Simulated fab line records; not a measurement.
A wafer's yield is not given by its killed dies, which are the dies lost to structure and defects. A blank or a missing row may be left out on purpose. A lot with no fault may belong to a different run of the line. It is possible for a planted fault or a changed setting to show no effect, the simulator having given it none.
Which of the tools did it? -- flow sky130 -- 13 lots, 39 wafers sampled, at 5 steps of a route of 708

== WHAT THE GAUGES READ, wafer by wafer ==
SKY_FIELD_ISO_BOW_MEAS_00.
lot,measured,on,INCOMING_BOW (um)
L540,day 1 15:02,filmMetro-04,5 3 7
L542,day 2 01:01,filmMetro-03,-7 2 10
L543,day 2 06:02,filmMetro-01,0 14 0
L544,day 2 11:00,filmMetro-01,-9 -9 0
L545,day 2 16:01,filmMetro-01,-1 1 -8
L547,day 3 02:04,filmMetro-03,-6 10 -7
L548,day 3 07:00,filmMetro-01,4 10 4
L550,day 3 17:00,filmMetro-01,8 -13 -5
L557,day 5 04:01,filmMetro-03,5 7 11
L558,day 5 09:02,filmMetro-03,7 4 5
L559,day 5 14:01,filmMetro-04,-7 -3 0
L561,day 6 00:00,filmMetro-01,2 7 13
L562,day 6 05:00,filmMetro-01,-2 4 -6

SKY_FIELD_ISO_THK_MEAS_04.
lot,measured,on,FIELD_ISO_CVD_03_THK (nm)
L540,day 1 21:30,filmMetro-04,165.3 165.7 164.1
L542,day 2 05:37,filmMetro-01,163.4 163.2 162.7
L543,day 2 09:30,filmMetro-04,165.2 166.2 164.4
L544,day 2 15:47,filmMetro-03,167.1 167.2 166.4
L545,day 2 21:34,filmMetro-01,167.8 167.6 166.5
L547,day 3 06:19,filmMetro-04,166.8 166.1 165.8
L548,day 3 12:21,filmMetro-04,163.5 164.7 164.5
L550,day 4 01:04,filmMetro-01,162.8 163.8 163.9
L557,day 5 09:31,filmMetro-04,166.0 164.2 165.1
L558,day 5 13:43,filmMetro-03,164.5 166.3 165.8
L559,day 5 18:47,filmMetro-01,163.7 163.3 164.1
L561,day 6 04:22,filmMetro-03,167.2 165.7 165.2
L562,day 6 10:59,filmMetro-04,167.8 166.6 166.0

SKY_FIELD_ISO_CD_MEAS_13: target cd 150 nm.
lot,measured,on,cdNm (nm)
L540,day 2 12:31,cdSem-02,149.2 149.0 149.5
L542,day 2 20:02,cdSem-02,148.9 149.2 148.4
L543,day 2 23:23,cdSem-01,149.7 149.3 149.5
L544,day 3 06:17,cdSem-01,150.2 150.1 151.0
L545,day 3 13:36,cdSem-02,150.5 149.3 148.9
L547,day 3 21:41,cdSem-02,151.6 152.7 152.3
L548,day 4 04:19,cdSem-02,151.2 150.2 151.0
L550,day 4 17:04,cdSem-02,133.6 133.1 133.5
L557,day 6 03:18,cdSem-01,149.1 149.7 148.4
L558,day 6 07:46,cdSem-01,148.7 148.2 147.9
L559,day 6 12:46,cdSem-02,148.2 149.1 147.7
L561,day 6 22:46,cdSem-02,151.8 151.3 150.1
L562,day 7 06:29,cdSem-02,150.7 150.8 152.0

SKY_NWELL_THK_MEAS_02.
lot,measured,on,NWELL_OXIDATION_THK (nm)
L540,day 2 21:07,filmMetro-04,9.91 10.00 10.24
L542,day 3 03:40,filmMetro-04,9.81 9.91 9.90
L543,day 3 07:29,filmMetro-01,9.92 9.99 9.86
L544,day 3 15:02,filmMetro-04,9.95 9.95 9.99
L545,day 3 22:22,filmMetro-02,9.56 9.70 9.64
L547,day 4 13:25,filmMetro-04,10.13 10.20 10.10
L548,day 4 21:14,filmMetro-02,10.13 10.25 10.26
L550,day 5 07:28,filmMetro-01,9.86 9.67 9.85
L557,day 6 11:42,filmMetro-04,10.18 10.14 10.07
L558,day 6 17:13,filmMetro-02,9.95 9.91 9.88
L559,day 6 21:04,filmMetro-02,10.42 10.14 10.36
L561,day 7 04:38,filmMetro-01,10.49 10.27 10.33
L562,day 7 13:05,filmMetro-01,9.93 9.94 10.04

== TOOL THAT RAN EACH LOT (tool first, then ch and the chambers of the sampled wafers, then the start) ==
lot,SKY_FIELD_ISO_EXPOSE_10
L540,"krfScanner-01 ch 0, day 2 03:26"
L542,"krfScanner-02 ch 0, day 2 14:23"
L543,"krfScanner-02 ch 0, day 2 17:07"
L544,"krfScanner-01 ch 0, day 2 21:40"
L545,"krfScanner-02 ch 0, day 3 06:47"
L547,"krfScanner-02 ch 0, day 3 14:06"
L548,"krfScanner-01 ch 0, day 3 21:05"
L550,"krfScanner-01 ch 0, day 4 08:35"
L557,"krfScanner-02 ch 0, day 5 17:49"
L558,"krfScanner-01 ch 0, day 5 23:00"
L559,"krfScanner-01 ch 0, day 6 04:42"
L561,"krfScanner-01 ch 0, day 6 12:35"
L562,"krfScanner-01 ch 0, day 6 20:46"
- SKY_FIELD_ISO_EXPOSE_10: exposes mask FOM, target cd 150 nm.

== WHAT THE TOOLS THEMSELVES READ (means of the sampled wafers that have a number; where no wafer has one, the mark that the record gives instead) ==
The record holds no such reading with a usual standard deviation.

== THE ANSWER, worked out from the rows above alone ==
Rule: what is usual is taken from the lots themselves. Put in order of their means at a reading, lots are off if they are a third of the lots or fewer, leave a main group of 4 or more, and stand apart from it by a gap of 3 or more times the standard deviation of the main group's means; of several such gaps the widest counts. If all means in a main group match to the digits the tables above print for the reading, that group is not used. Also off: a lot with no number at a reading for which 4 or more lots have one. Where the step has rows for the other lots, those lots are counted as sound. First the gauges in route order, then the tools' own readings, where a lot's mean is used as printed above. At the first step where some lot is off, the reading lying furthest off is the one used; lots without a number count as furthest.
Off, at SKY_FIELD_ISO_CD_MEAS_13 on cdNm: L550. The main group: mean 149.9 nm, standard deviation 1.2.
If a tool, at a process step before that reading, ran all the lots that are off and no sound lot after the first of them, it fits. Those tools and the gauges at SKY_FIELD_ISO_CD_MEAS_13 are tried in the same way. No candidate that was tried fits.

== WHAT WAS PUT IN BY THE SIMULATOR ==
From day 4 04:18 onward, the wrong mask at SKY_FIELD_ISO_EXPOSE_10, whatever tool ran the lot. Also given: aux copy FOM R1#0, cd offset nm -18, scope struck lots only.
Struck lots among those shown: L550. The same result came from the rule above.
